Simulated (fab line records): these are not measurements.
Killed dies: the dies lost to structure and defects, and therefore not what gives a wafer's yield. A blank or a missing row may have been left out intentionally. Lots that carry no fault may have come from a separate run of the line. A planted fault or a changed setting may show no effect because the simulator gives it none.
8D (eight disciplines) problem report, filled in by code | flow sky130 | the parts of the form that need people (team, actions taken, sign-off) are left out

## 1. WHAT IS WRONG
At SKY_METAL3_DEVELOP_12, developer-temp-C averages 21.52 C over 4 wafers from 2 lots, while fault-free wafers read 20.99 C, standard deviation 0.11. Measured from the usual mean, that is +4.8 standard deviations.
The step: develop time 60 s.
Earliest sighting: wafer L365.2 on litho-track-03 at day 45 03:00. The record holds 40 wafers of 14 lots with a number at this step. By rule, "out" or "out of limits" means more than 4 standard deviations away from the usual mean. The rest of the wafers with a number are treated as sound.

## 2. WHAT IT IS AND WHAT IT IS NOT
question                    | is                     | is not
which readings at this step | developer-temp-C       | -
which lots                  | L364, L365             | L344, L346, L347, L349, L350, L353, L355, L357, L358, L362, L366, L367
which wafers of those lots  | all that have a number | -
read on which tools         | litho-track-03         | litho-track-02, litho-track-04
when                        | from day 45 03:00      | up to then (27 sound wafers); but 9 sound wafers of L362, L366, L367 came after

## 3. SUSPECTS, AND WHAT RULES EACH OUT
Counting: a tool stays on the suspect list if, at a process step up to the reading, it processed all lots that are out and no sound lot following the first of them.
- litho-track-03 at SKY_METAL3_DEVELOP_12 (develop time 60 s): kept. It ran every lot that is out, first L365 (day 45 03:00), and no sound lot after that; its last sound lot up to then is L358 (day 43 08:00). Out on those wafers are its own readings of developer-temp-C.
Remaining after the count: litho-track-03 at SKY_METAL3_DEVELOP_12.

## 4. THE CAUSE (what the simulator had put in)
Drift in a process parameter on litho-track-03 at SKY_METAL3_DEVELOP_12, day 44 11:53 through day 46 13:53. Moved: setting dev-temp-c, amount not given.
After counting, this tool was the only one left.

## 5. SEQUENCE OF EFFECTS, ordered by route
Each row: a reading whose mean over the struck wafers that have a number lies more than 3 standard deviations from the usual. Only readings whose record carries a usual standard deviation are examined. hours: median over the lots of the time between each lot's start at the first step of this table that gives one and its start at this step. sigmas: the change, counted in usual standard deviations.
hours | step                  | reading          | usual   | on struck wafers | change | sigmas
0     | SKY_METAL3_DEVELOP_12 | developer-temp-C | 20.99 C | 21.52            | +0.53  | +4.8
The process steps in it:
- SKY_METAL3_DEVELOP_12: develop time 60 s.

## 6. WHAT WOULD HAVE CAUGHT IT SOONER
In this record the first reading out of limits was taken at day 45 03:00, 15 hours after the fault began at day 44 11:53.
